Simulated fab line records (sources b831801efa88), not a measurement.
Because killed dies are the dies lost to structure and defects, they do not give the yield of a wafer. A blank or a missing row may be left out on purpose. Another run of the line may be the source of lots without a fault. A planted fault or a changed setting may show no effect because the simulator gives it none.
fab line records / flow sky130 / part 2 of 2: steps 44 to 44 of 44
[record] lots = 6 wafers = 18 lastDay = 49
route steps=708 shown VIA3@591 METAL4@598 CAP2M@603 PAD_OPEN@708
lots that met no fault: from a run of the same line without faults
startH: the number of hours between the record's first day and the start of the first shown wafer of the lot / waitH: hours elapsed since this lot's preceding step / " repeats the value in the row above / L1.1+2: a row that stands for several wafers / - either no value or no given start / * or withheld: withheld / < > ~ a bound
route shown NAME@n: a module of which the file shows steps, and the number in the route of the first / usual: mean and standard deviation over wafers with no fault / same: alike in all rows / chamber/n: place in a boat / sites: the reading at each site / _std_site: the standard deviation of these / _edge_site: inner sites' mean taken away from outer sites' mean / radiusMm: for every site, how far away it sits from the centre of the wafer / mask NAME#n: copy n / behind: the last tool/chamber to shape the wafer / hold: why the lot went on hold/how many hours it stayed there/how the hold came to an end / device: which transistor (n, p or np) failed to switch / end of line: tests of these same wafers at the route's end / for a step that has no rows: nothing shown but its recipe / killed: dies that structure and defects cost at the first sort, which is not the same as the wafer's yield / map: per-die view of a wafer (x killed, . not killed, _ where there is no die)
set.NAME: the run value of the setting; set.NAME@STEP: its run value at that earlier step / model.NAME: the simulator's own value behind a step, which no gauge read
lots at some steps of the route; a table a step, a row a wafer
services: from which hour (startH, from the record's first day; less than 0 if before it) a tool's chamber was out of use, for how many hours, and why
[[steps]]
[step SKY_PAD_OPEN_PROBE_99]
[usual] defectLimitedYield = 82.6/1.8 killed_at_M0_to_M3 = 43/6.6 killed_at_M4_up = 3.4/1.8 killedAtContacts = 24/4.9 killedAtFrontEnd = 15/4.1 killedAtOther = 0.3/0.55 killedDies = 85/8.8 killedOpen = 46/6.1 killedShort = 39/5.7
[same] grossDies = 492 killedAtBackSide = 0
lot.wafer=L240.3 tool=prober-02 chamber=- startH=1139.37 waitH=0.2 defectLimitedYield[%]=82.5 killed_at_M0_to_M3=40 killed_at_M4_up=4 killedAtContacts=28 killedAtFrontEnd=13 killedAtOther=1 killedDies=86 killedOpen=48 killedShort=38 model.etest.tester.sortNPass=406 model.etest.tester.sort_bin_5_pct=8.943 model.etest.tester.sortYieldPct=82.52 model.etest.capMim2.bvV=14.2 model.etest.capMim2.leakLog10ACm2=-8.968 model.etest.capMim2.cFfUm2=2.379 model.etest.tester.sort_bin_4_pct=0 model.etest.tester.sort_bin_8_pct=0
lot.wafer=L240.4 tool=prober-02 chamber=- startH=1139.42 waitH=0.2 defectLimitedYield[%]=81.5 killed_at_M0_to_M3=46 killed_at_M4_up=4 killedAtContacts=23 killedAtFrontEnd=18 killedAtOther=0 killedDies=91 killedOpen=50 killedShort=41 model.etest.tester.sortNPass=401 model.etest.tester.sort_bin_5_pct=10.37 model.etest.tester.sortYieldPct=81.5 model.etest.capMim2.bvV=13.86 model.etest.capMim2.leakLog10ACm2=-8.834 model.etest.capMim2.cFfUm2=2.392 model.etest.tester.sort_bin_4_pct=0 model.etest.tester.sort_bin_8_pct=0
lot.wafer=L240.5 tool=prober-02 chamber=- startH=1139.47 waitH=0.2 defectLimitedYield[%]=79.9 killed_at_M0_to_M3=49 killed_at_M4_up=3 killedAtContacts=35 killedAtFrontEnd=12 killedAtOther=0 killedDies=99 killedOpen=52 killedShort=47 model.etest.tester.sortNPass=393 model.etest.tester.sort_bin_5_pct=11.79 model.etest.tester.sortYieldPct=79.88 model.etest.capMim2.bvV=13.76 model.etest.capMim2.leakLog10ACm2=-8.975 model.etest.capMim2.cFfUm2=2.382 model.etest.tester.sort_bin_4_pct=0 model.etest.tester.sort_bin_8_pct=0
lot.wafer=L241.1 tool=prober-01 chamber=- startH=1145.70 waitH=0.1 defectLimitedYield[%]=80.5 killed_at_M0_to_M3=47 killed_at_M4_up=1 killedAtContacts=30 killedAtFrontEnd=18 killedAtOther=0 killedDies=96 killedOpen=49 killedShort=46 model.etest.tester.sortNPass=396 model.etest.tester.sort_bin_5_pct=12.4 model.etest.tester.sortYieldPct=80.49 model.etest.capMim2.bvV=13.3 model.etest.capMim2.leakLog10ACm2=-8.673 model.etest.capMim2.cFfUm2=2.363 model.etest.tester.sort_bin_4_pct=0 model.etest.tester.sort_bin_8_pct=0
lot.wafer=L241.2 tool=prober-01 chamber=- startH=1145.75 waitH=0.1 defectLimitedYield[%]=82.5 killed_at_M0_to_M3=49 killed_at_M4_up=5 killedAtContacts=19 killedAtFrontEnd=13 killedAtOther=0 killedDies=86 killedOpen=47 killedShort=39 model.etest.tester.sortNPass=406 model.etest.tester.sort_bin_5_pct=10.98 model.etest.tester.sortYieldPct=82.52 model.etest.capMim2.bvV=13.44 model.etest.capMim2.leakLog10ACm2=-9.072 model.etest.capMim2.cFfUm2=2.387 model.etest.tester.sort_bin_4_pct=0 model.etest.tester.sort_bin_8_pct=0
lot.wafer=L241.4 tool=prober-01 chamber=- startH=1145.85 waitH=0.2 defectLimitedYield[%]=83.7 killed_at_M0_to_M3=41 killed_at_M4_up=3 killedAtContacts=24 killedAtFrontEnd=12 killedAtOther=0 killedDies=80 killedOpen=44 killedShort=35 model.etest.tester.sortNPass=412 model.etest.tester.sort_bin_5_pct=8.333 model.etest.tester.sortYieldPct=83.74 model.etest.capMim2.bvV=13.21 model.etest.capMim2.leakLog10ACm2=-8.997 model.etest.capMim2.cFfUm2=2.382 model.etest.tester.sort_bin_4_pct=0 model.etest.tester.sort_bin_8_pct=0
lot.wafer=L244.2 tool=prober-02 chamber=- startH=1155.25 waitH=0.1 defectLimitedYield[%]=81.9 killed_at_M0_to_M3=49 killed_at_M4_up=3 killedAtContacts=26 killedAtFrontEnd=11 killedAtOther=0 killedDies=89 killedOpen=50 killedShort=39 model.etest.tester.sortNPass=0 model.etest.tester.sort_bin_5_pct=91.26 model.etest.tester.sortYieldPct=0 model.etest.capMim2.bvV=8.384 model.etest.capMim2.leakLog10ACm2=-6.299 model.etest.capMim2.cFfUm2=3.932 model.etest.tester.sort_bin_4_pct=1.441e-09 model.etest.tester.sort_bin_8_pct=3.749e-21
lot.wafer=L244.3 tool=prober-02 chamber=- startH=1155.30 waitH=0.2 defectLimitedYield[%]=84.6 killed_at_M0_to_M3=41 killed_at_M4_up=3 killedAtContacts=22 killedAtFrontEnd=10 killedAtOther=0 killedDies=76 killedOpen=46 killedShort=30 model.etest.tester.sortNPass=0 model.etest.tester.sort_bin_5_pct=92.07 model.etest.tester.sortYieldPct=0 model.etest.capMim2.bvV=8.384 model.etest.capMim2.leakLog10ACm2=-6.305 model.etest.capMim2.cFfUm2=3.893 model.etest.tester.sort_bin_4_pct=1.482e-09 model.etest.tester.sort_bin_8_pct=1.921e-18
lot.wafer=L244.4 tool=prober-02 chamber=- startH=1155.35 waitH=0.2 defectLimitedYield[%]=84.1 killed_at_M0_to_M3=38 killed_at_M4_up=1 killedAtContacts=27 killedAtFrontEnd=12 killedAtOther=0 killedDies=78 killedOpen=37 killedShort=41 model.etest.tester.sortNPass=0 model.etest.tester.sort_bin_5_pct=92.48 model.etest.tester.sortYieldPct=0 model.etest.capMim2.bvV=8.42 model.etest.capMim2.leakLog10ACm2=-6.085 model.etest.capMim2.cFfUm2=4.006 model.etest.tester.sort_bin_4_pct=7.516e-10 model.etest.tester.sort_bin_8_pct=9.753e-22
lot.wafer=L245.1 tool=prober-01 chamber=- startH=1161.23 waitH=0.1 defectLimitedYield[%]=82.9 killed_at_M0_to_M3=46 killed_at_M4_up=0 killedAtContacts=21 killedAtFrontEnd=17 killedAtOther=0 killedDies=84 killedOpen=52 killedShort=32 model.etest.tester.sortNPass=408 model.etest.tester.sort_bin_5_pct=9.553 model.etest.tester.sortYieldPct=82.93 model.etest.capMim2.bvV=13.37 model.etest.capMim2.leakLog10ACm2=-8.83 model.etest.capMim2.cFfUm2=2.357 model.etest.tester.sort_bin_4_pct=0 model.etest.tester.sort_bin_8_pct=0
lot.wafer=L245.2 tool=prober-01 chamber=- startH=1161.28 waitH=0.1 defectLimitedYield[%]=82.9 killed_at_M0_to_M3=48 killed_at_M4_up=3 killedAtContacts=25 killedAtFrontEnd=8 killedAtOther=0 killedDies=84 killedOpen=45 killedShort=39 model.etest.tester.sortNPass=408 model.etest.tester.sort_bin_5_pct=9.146 model.etest.tester.sortYieldPct=82.93 model.etest.capMim2.bvV=14.21 model.etest.capMim2.leakLog10ACm2=-9.013 model.etest.capMim2.cFfUm2=2.354 model.etest.tester.sort_bin_4_pct=0 model.etest.tester.sort_bin_8_pct=0
lot.wafer=L245.6 tool=prober-01 chamber=- startH=1161.48 waitH=0.2 defectLimitedYield[%]=82.3 killed_at_M0_to_M3=43 killed_at_M4_up=5 killedAtContacts=25 killedAtFrontEnd=14 killedAtOther=0 killedDies=87 killedOpen=45 killedShort=42 model.etest.tester.sortNPass=405 model.etest.tester.sort_bin_5_pct=10.98 model.etest.tester.sortYieldPct=82.32 model.etest.capMim2.bvV=13.79 model.etest.capMim2.leakLog10ACm2=-8.717 model.etest.capMim2.cFfUm2=2.345 model.etest.tester.sort_bin_4_pct=0 model.etest.tester.sort_bin_8_pct=0
lot.wafer=L248.1 tool=prober-02 chamber=- startH=1182.01 waitH=0.1 defectLimitedYield[%]=79.9 killed_at_M0_to_M3=47 killed_at_M4_up=5 killedAtContacts=24 killedAtFrontEnd=23 killedAtOther=0 killedDies=99 killedOpen=61 killedShort=37 model.etest.tester.sortNPass=0 model.etest.tester.sort_bin_5_pct=91.46 model.etest.tester.sortYieldPct=0 model.etest.capMim2.bvV=7.888 model.etest.capMim2.leakLog10ACm2=-5.894 model.etest.capMim2.cFfUm2=4.129 model.etest.tester.sort_bin_4_pct=6.298e-06 model.etest.tester.sort_bin_8_pct=1.245e-28
lot.wafer=L248.3 tool=prober-02 chamber=- startH=1182.11 waitH=0.2 defectLimitedYield[%]=83.9 killed_at_M0_to_M3=39 killed_at_M4_up=2 killedAtContacts=27 killedAtFrontEnd=11 killedAtOther=0 killedDies=79 killedOpen=43 killedShort=35 model.etest.tester.sortNPass=0 model.etest.tester.sort_bin_5_pct=94.31 model.etest.tester.sortYieldPct=0 model.etest.capMim2.bvV=8.105 model.etest.capMim2.leakLog10ACm2=-6.016 model.etest.capMim2.cFfUm2=4.029 model.etest.tester.sort_bin_4_pct=2.108e-07 model.etest.tester.sort_bin_8_pct=1.828e-23
lot.wafer=L248.4 tool=prober-02 chamber=- startH=1182.16 waitH=0.2 defectLimitedYield[%]=81.3 killed_at_M0_to_M3=50 killed_at_M4_up=1 killedAtContacts=27 killedAtFrontEnd=14 killedAtOther=0 killedDies=92 killedOpen=50 killedShort=41 model.etest.tester.sortNPass=0 model.etest.tester.sort_bin_5_pct=91.87 model.etest.tester.sortYieldPct=0 model.etest.capMim2.bvV=7.895 model.etest.capMim2.leakLog10ACm2=-6.085 model.etest.capMim2.cFfUm2=4.04 model.etest.tester.sort_bin_4_pct=5.725e-06 model.etest.tester.sort_bin_8_pct=4.216e-26
lot.wafer=L249.2 tool=prober-01 chamber=- startH=1183.56 waitH=0.1 defectLimitedYield[%]=79.9 killed_at_M0_to_M3=56 killed_at_M4_up=5 killedAtContacts=19 killedAtFrontEnd=19 killedAtOther=0 killedDies=99 killedOpen=48 killedShort=50 model.etest.tester.sortNPass=393 model.etest.tester.sort_bin_5_pct=11.99 model.etest.tester.sortYieldPct=79.88 model.etest.capMim2.bvV=14 model.etest.capMim2.leakLog10ACm2=-8.871 model.etest.capMim2.cFfUm2=2.345 model.etest.tester.sort_bin_4_pct=0 model.etest.tester.sort_bin_8_pct=0
lot.wafer=L249.5 tool=prober-01 chamber=- startH=1183.71 waitH=0.2 defectLimitedYield[%]=82.3 killed_at_M0_to_M3=47 killed_at_M4_up=1 killedAtContacts=26 killedAtFrontEnd=13 killedAtOther=0 killedDies=87 killedOpen=51 killedShort=36 model.etest.tester.sortNPass=405 model.etest.tester.sort_bin_5_pct=11.18 model.etest.tester.sortYieldPct=82.32 model.etest.capMim2.bvV=14.04 model.etest.capMim2.leakLog10ACm2=-9.095 model.etest.capMim2.cFfUm2=2.32 model.etest.tester.sort_bin_4_pct=0 model.etest.tester.sort_bin_8_pct=0
lot.wafer=L249.6 tool=prober-01 chamber=- startH=1183.76 waitH=0.2 defectLimitedYield[%]=81.1 killed_at_M0_to_M3=52 killed_at_M4_up=6 killedAtContacts=23 killedAtFrontEnd=12 killedAtOther=0 killedDies=93 killedOpen=46 killedShort=47 model.etest.tester.sortNPass=399 model.etest.tester.sort_bin_5_pct=11.59 model.etest.tester.sortYieldPct=81.1 model.etest.capMim2.bvV=13.75 model.etest.capMim2.leakLog10ACm2=-8.844 model.etest.capMim2.cFfUm2=2.366 model.etest.tester.sort_bin_4_pct=0 model.etest.tester.sort_bin_8_pct=0
// killed by level:class
L240.3 LI_CONTACT:geometricParticle:open=13 CONTACT:geometricParticle:open=7 VIA2:geometricParticle:open=7 VIA1:geometricParticle:short=7 VIA3:geometricParticle:open=6 LI_CONTACT:geometricParticle:short=5 POLY_GATE:geometricParticle:open=4 VIA1:geometricParticle:open=4
L240.4 LI_CONTACT:geometricParticle:open=11 VIA1:geometricParticle:open=11 VIA2:geometricParticle:open=7 VIA2:geometricParticle:short=6 FIELD_ISO:geometricParticle:short=5 FIELD_ISO:geometricParticle:open=5 CONTACT:geometricParticle:short=5 METAL2:geometricParticle:short=5
L240.5 CONTACT:geometricParticle:open=11 VIA1:geometricParticle:short=8 VIA2:geometricParticle:open=8 VIA3:geometricParticle:open=7 LI_CONTACT:geometricParticle:short=7 VIA1:geometricParticle:open=6 LI_CONTACT:geometricParticle:open=6 CONTACT:geometricParticle:short=5
L241.1 VIA1:geometricParticle:open=13 CONTACT:geometricParticle:open=11 LOCAL_INTERCONNECT:geometricParticle:short=8 METAL1:geometricParticle:short=7 VIA2:geometricParticle:open=7 LI_CONTACT:geometricParticle:open=6 VIA3:geometricParticle:open=5 FIELD_ISO:geometricParticle:short=4
L241.2 VIA3:geometricParticle:open=10 METAL1:geometricParticle:short=7 VIA1:geometricParticle:open=7 LI_CONTACT:geometricParticle:open=6 VIA2:geometricParticle:open=6 VIA3:geometricParticle:short=5 CONTACT:geometricParticle:open=5 CONTACT:geometricParticle:short=4
L241.4 VIA1:geometricParticle:open=9 LI_CONTACT:geometricParticle:open=8 CONTACT:geometricParticle:open=7 VIA3:geometricParticle:open=6 VIA2:geometricParticle:open=6 VIA1:geometricParticle:short=5 METAL1:geometricParticle:short=5 POLY_GATE:geometricParticle:open=4
L244.2 VIA1:geometricParticle:open=16 CONTACT:geometricParticle:open=8 LI_CONTACT:geometricParticle:open=7 METAL2:geometricParticle:short=7 CONTACT:geometricParticle:short=6 VIA1:geometricParticle:short=5 VIA2:geometricParticle:open=5 VIA3:geometricParticle:open=4
L244.3 CONTACT:geometricParticle:open=13 VIA1:geometricParticle:open=8 VIA3:geometricParticle:open=7 METAL1:geometricParticle:short=6 VIA2:geometricParticle:open=5 VIA1:geometricParticle:short=5 METAL2:geometricParticle:short=4 CONTACT:geometricParticle:short=4
L244.4 LI_CONTACT:geometricParticle:open=7 FIELD_ISO:geometricParticle:short=6 CONTACT:geometricParticle:open=6 VIA1:geometricParticle:open=6 METAL2:geometricParticle:short=6 LOCAL_INTERCONNECT:geometricParticle:short=5 VIA2:geometricParticle:open=5 LI_CONTACT:geometricParticle:short=4
L245.1 CONTACT:geometricParticle:open=12 VIA2:geometricParticle:open=11 VIA1:geometricParticle:open=8 METAL1:geometricParticle:short=6 FIELD_ISO:geometricParticle:open=5 POLY_GATE:geometricParticle:open=5 LOCAL_INTERCONNECT:geometricParticle:short=4 VIA2:geometricParticle:short=4
L245.2 LI_CONTACT:geometricParticle:open=11 METAL1:geometricParticle:short=7 VIA1:geometricParticle:short=7 VIA1:geometricParticle:open=7 CONTACT:geometricParticle:open=6 METAL2:geometricParticle:short=6 VIA3:geometricParticle:open=6 VIA2:geometricParticle:open=5
L245.6 VIA1:geometricParticle:open=11 CONTACT:geometricParticle:open=8 VIA2:geometricParticle:open=7 CONTACT:geometricParticle:short=6 METAL1:geometricParticle:short=6 METAL2:geometricParticle:short=6 POLY_GATE:geometricParticle:open=5 LOCAL_INTERCONNECT:geometricParticle:short=5
L248.1 CONTACT:geometricParticle:open=11 VIA3:geometricParticle:open=9 VIA2:geometricParticle:open=8 POLY_GATE:geometricParticle:open=6 LI_CONTACT:geometricParticle:open=6 METAL1:geometricParticle:short=6 VIA1:geometricParticle:open=6 METAL4:geometricParticle:short=5
L248.3 VIA1:geometricParticle:open=15 CONTACT:geometricParticle:open=9 LOCAL_INTERCONNECT:geometricParticle:short=5 METAL2:geometricParticle:short=5 VIA1:geometricParticle:short=4 POLY_GATE:geometricParticle:short=4 LI_CONTACT:geometricParticle:short=4 METAL1:geometricParticle:short=4
L248.4 CONTACT:geometricParticle:open=13 METAL1:geometricParticle:short=8 VIA1:geometricParticle:open=7 VIA2:geometricParticle:short=7 VIA2:geometricParticle:open=6 LOCAL_INTERCONNECT:geometricParticle:short=5 METAL1:geometricParticle:open=5 VIA1:geometricParticle:short=5
L249.2 VIA1:geometricParticle:open=12 METAL1:geometricParticle:short=9 CONTACT:geometricParticle:open=8 VIA1:geometricParticle:short=8 VIA3:geometricParticle:open=7 POLY_GATE:geometricParticle:short=6 METAL2:geometricParticle:short=6 SPACER:geometricParticle:open=4
L249.5 VIA1:geometricParticle:open=10 VIA3:geometricParticle:open=9 CONTACT:geometricParticle:open=9 VIA2:geometricParticle:open=9 LI_CONTACT:geometricParticle:open=6 CONTACT:geometricParticle:short=6 FIELD_ISO:geometricParticle:short=3 POLY_GATE:geometricParticle:short=3
L249.6 VIA1:geometricParticle:open=11 VIA2:geometricParticle:open=9 METAL1:geometricParticle:short=8 CONTACT:geometricParticle:open=7 CONTACT:geometricParticle:short=7 METAL2:geometricParticle:short=6 VIA3:geometricParticle:open=6 VIA2:geometricParticle:short=5
[[services]]
tool=pecvd-01 chamber=2 startH=988.55 hours=3.5 kind=repair
tool=pvdSputter-01 chamber=- startH=997.81 hours=0.7 kind=repair
tool=pvdSputter-02 chamber=- startH=1002.10 hours=4.2 kind=repair
tool=rieMetal-04 chamber=- startH=1004.79 hours=0.5 kind=repair
tool=rieMetal-04 chamber=0 startH=1005.76 hours=17.6 kind=repair
tool=pvdSputter-03 chamber=0 startH=1017.86 hours=- kind=consumableReplace:kit
tool=pvdSputter-03 chamber=0 startH=1017.86 hours=18.0 kind=scheduledDown
tool=pvdSputter-03 chamber=0 startH=1017.86 hours=18.0 kind=ventCycle
tool=pecvd-02 chamber=- startH=1020.27 hours=0.3 kind=repair
tool=rieMetal-04 chamber=0 startH=1030.76 hours=15.4 kind=repair
tool=rieDiel-01 chamber=3 startH=1032.34 hours=19.2 kind=repair
tool=pecvd-02 chamber=- startH=1043.13 hours=0.8 kind=pm
tool=rieMetal-02 chamber=0 startH=1046.10 hours=4.2 kind=repair
tool=pvdSputter-03 chamber=- startH=1054.24 hours=5.1 kind=repair
tool=pvdSputter-01 chamber=- startH=1061.42 hours=31.2 kind=repair
tool=pvdSputter-03 chamber=- startH=1077.57 hours=2.4 kind=repair
tool=pvdSputter-03 chamber=- startH=1085.66 hours=2.0 kind=repair
tool=pecvd-04 chamber=1 startH=1095.53 hours=8.4 kind=repair
tool=pvdSputter-02 chamber=3 startH=1097.53 hours=- kind=consumableReplace:kit
tool=pvdSputter-02 chamber=3 startH=1097.53 hours=18.0 kind=scheduledDown
tool=pvdSputter-02 chamber=3 startH=1097.53 hours=18.0 kind=ventCycle
tool=pvdSputter-03 chamber=3 startH=1097.84 hours=- kind=consumableReplace:kit
tool=rieMetal-02 chamber=1 startH=1098.41 hours=2.2 kind=repair
tool=rieMetal-01 chamber=1 startH=1099.08 hours=21.7 kind=repair
[[key]]
[firstSign] step = SKY_CAP2M_THK_MEAS_01 reading = CAP2M_CVD_00_THK direction = down sigmas = 27 usual = 15.48 struck = 9.09
[effect] step = SKY_METAL4_ETCH_17 reading = oesProductAu direction = down sigmas = 21 usual = 0.754 struck = 0.599
[modelEffect] step = SKY_CAP2M_CVD_00 value = SiO2_of_CAP2M_CVD_00.thkNm without = 15.48 struck = 9.091
[modelEffect] step = SKY_METAL4_ETCH_17 value = etch.depthNm without = 15.48 struck = 9.091
[modelEffect] step = SKY_PAD_OPEN_PROBE_99 value = etest.tester.sortNPass without = 406.5 struck = 0
metAt SKY_CAP2M_CVD_00
struckWafers L244.2,L244.3,L244.4,L248.1,L248.3,L248.4
onsetBetween 1014.25 1026.66
[fault] kind = processParameterDrift tool = pecvd-01 chamber = - onsetH = 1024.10 steps = SKY_CAP2M_CVD_00 channel = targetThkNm offset = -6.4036 shape = step endH = 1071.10 actsIn = theseRecipesOnly stated = 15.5
